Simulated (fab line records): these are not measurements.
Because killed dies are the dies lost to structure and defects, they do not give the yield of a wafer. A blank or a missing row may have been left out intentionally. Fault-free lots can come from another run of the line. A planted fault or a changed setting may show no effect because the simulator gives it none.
Which of the tools did it? ; flow gf180mcu ; 39 wafers from 13 lots sampled at 4 of the route's 602 steps

## WHAT THE GAUGES READ, wafer by wafer
GF_STI_THK_MEAS_02.
lot;measured;on;STI_OXIDATION_THK (nm)
L786;day 1 22:23;film-metro-03;10.09 9.75 9.88
L788;day 2 07:48;film-metro-02;9.80 9.91 9.96
L793;day 3 08:31;film-metro-01;9.55 9.54 9.50
L796;day 3 23:31;film-metro-03;10.28 10.31 10.39
L797;day 4 04:31;film-metro-02;9.98 9.96 9.94
L798;day 4 10:07;film-metro-02;10.05 9.86 10.11
L799;day 4 14:31;film-metro-01;9.91 9.84 9.87
L800;day 4 19:32;film-metro-02;9.99 10.00 9.68
L802;day 5 05:32;film-metro-03;9.84 9.82 9.83
L804;day 5 15:31;film-metro-01;9.92 10.06 10.26
L805;day 5 20:57;film-metro-01;9.67 9.80 9.63
L806;day 6 01:31;film-metro-02;9.75 9.87 9.73
L807;day 6 06:31;film-metro-03;10.04 10.14 10.29

GF_VT_IMPLANT_RS_MEAS_49: measures by four-point-probe.
lot;measured;on;MVPSD_RS (ohm/sq)
L786;day 8 05:20;film-metro-02;1167.1 1167.9 1170.2
L788;day 8 16:11;film-metro-01;1169.1 1168.5 1166.8
L793;day 10 02:04;film-metro-02;1165.8 1168.4 1167.6
L796;day 11 00:58;film-metro-01;1167.3 1166.7 1165.1
L797;day 11 07:01;film-metro-04;1169.1 1166.2 1166.8
L798;day 11 13:03;film-metro-04;1166.0 1163.0 1163.5
L799;day 11 21:56;film-metro-04;1170.6 1170.9 1170.7
L800;day 12 03:53;film-metro-02;1170.2 1169.4 1171.3
L802;day 12 16:56;film-metro-01;1166.0 1162.7 1159.4
L804;day 13 04:16;film-metro-02;1171.0 1169.2 1167.7
L805;day 13 13:05;film-metro-04;1166.3 1168.0 1169.7
L806;day 13 17:00;film-metro-02;1161.5 1164.2 1163.9
L807;day 13 23:54;film-metro-04;1172.4 1172.3 1170.5

## WHICH TOOL RAN EACH LOT (tool, then ch and the chambers of the sampled wafers, then the start)
lot;GF_DNWELL_EXPOSE_04;GF_VT_IMPLANT_STRIP_20
L786;iline-stepper-01 ch 0, day 3 00:20;plasma-asher-01 ch 0,1, day 6 21:04
L788;iline-stepper-02 ch 0, day 3 08:27;plasma-asher-02 ch 0, day 7 05:54
L793;iline-stepper-01 ch 0, day 4 10:29;plasma-asher-02 ch 0,1, day 8 14:25
L796;iline-stepper-02 ch 0, day 5 02:38;plasma-asher-01 ch 0,1, day 9 12:30
L797;iline-stepper-01 ch 0, day 5 09:02;plasma-asher-02 ch 0,1, day 9 19:03
L798;iline-stepper-02 ch 0, day 5 14:53;plasma-asher-03 ch 0,1, day 10 00:52
L799;iline-stepper-01 ch 0, day 5 20:30;plasma-asher-02 ch 0,1, day 10 08:31
L800;iline-stepper-01 ch 0, day 5 23:50;plasma-asher-02 ch 0,1, day 10 14:48
L802;iline-stepper-01 ch 0, day 6 10:55;plasma-asher-03 ch 0,1, day 11 02:15
L804;iline-stepper-01 ch 0, day 6 20:44;plasma-asher-03 ch 0,1, day 11 12:02
L805;iline-stepper-01 ch 0, day 7 02:25;plasma-asher-02 ch 0,1, day 11 20:55
L806;iline-stepper-02 ch 0, day 7 06:54;plasma-asher-03 ch 0,1, day 12 00:43
L807;iline-stepper-01 ch 0, day 7 12:46;plasma-asher-03 ch 0,1, day 12 08:03
- GF_DNWELL_EXPOSE_04: exposes mask DNWELL, target cd 1700 nm.
- GF_VT_IMPLANT_STRIP_20: strips in O2/N2.

## WHAT THE TOOLS THEMSELVES READ (means of the sampled wafers that have a number; where no wafer has one, the mark that the record gives instead)
GF_DNWELL_EXPOSE_04.
lot;tool;reticle-temp-C (C)
L786;iline-stepper-01;22.99
L788;iline-stepper-02;22.93
L793;iline-stepper-01;23.07
L796;iline-stepper-02;22.96
L797;iline-stepper-01;23.10
L798;iline-stepper-02;23.02
L799;iline-stepper-01;23.03
L800;iline-stepper-01;22.97
L802;iline-stepper-01;23.04
L804;iline-stepper-01;23.01
L805;iline-stepper-01;22.99
L806;iline-stepper-02;23.05
L807;iline-stepper-01;23.10

GF_VT_IMPLANT_STRIP_20.
lot;tool;drypump-motor-current-A (A);heater-power-w (W);oes-product-au (a.u.);strip-time-to-endpoint-s (s)
L786;plasma-asher-01;6.0;364;0.720;12.58
L788;plasma-asher-02;6.1;392;0.716;12.59
L793;plasma-asher-02;5.8;373;0.713;12.67
L796;plasma-asher-01;5.8;355;0.716;12.63
L797;plasma-asher-02;5.8;376;0.712;12.66
L798;plasma-asher-03;5.6;327;0.710;12.61
L799;plasma-asher-02;5.8;373;0.716;12.65
L800;plasma-asher-02;5.4;356;0.712;12.59
L802;plasma-asher-03;5.1;312;0.722;12.70
L804;plasma-asher-03;5.5;324;0.717;12.63
L805;plasma-asher-02;5.8;377;0.719;12.65
L806;plasma-asher-03;5.5;330;0.711;12.67
L807;plasma-asher-03;5.5;331;0.716;12.67

## THE ANSWER, worked out from the rows above alone
Rule: what is usual is taken from the lots themselves. Put in order of their means at a reading, lots are off if they are a third of the lots or fewer, leave a main group of 4 or more, and stand apart from it by a gap of 3 or more times the standard deviation of the main group's means; of several such gaps the widest counts. The tables above print the reading to a certain number of digits; a main group whose means all agree to those digits is not used. A lot without any number at a reading at which 4 lots or more have one is off too. The other lots that the step has rows for count as sound. The gauges are gone through in route order, then the tools' own readings, and for those a lot's mean is taken as printed above. At the first step where some lot is off, the reading lying furthest off is the one used; lots without a number count as furthest.
No lot is off at any reading shown: from this, nothing can be told.

## WHAT THE SIMULATOR PUT IN
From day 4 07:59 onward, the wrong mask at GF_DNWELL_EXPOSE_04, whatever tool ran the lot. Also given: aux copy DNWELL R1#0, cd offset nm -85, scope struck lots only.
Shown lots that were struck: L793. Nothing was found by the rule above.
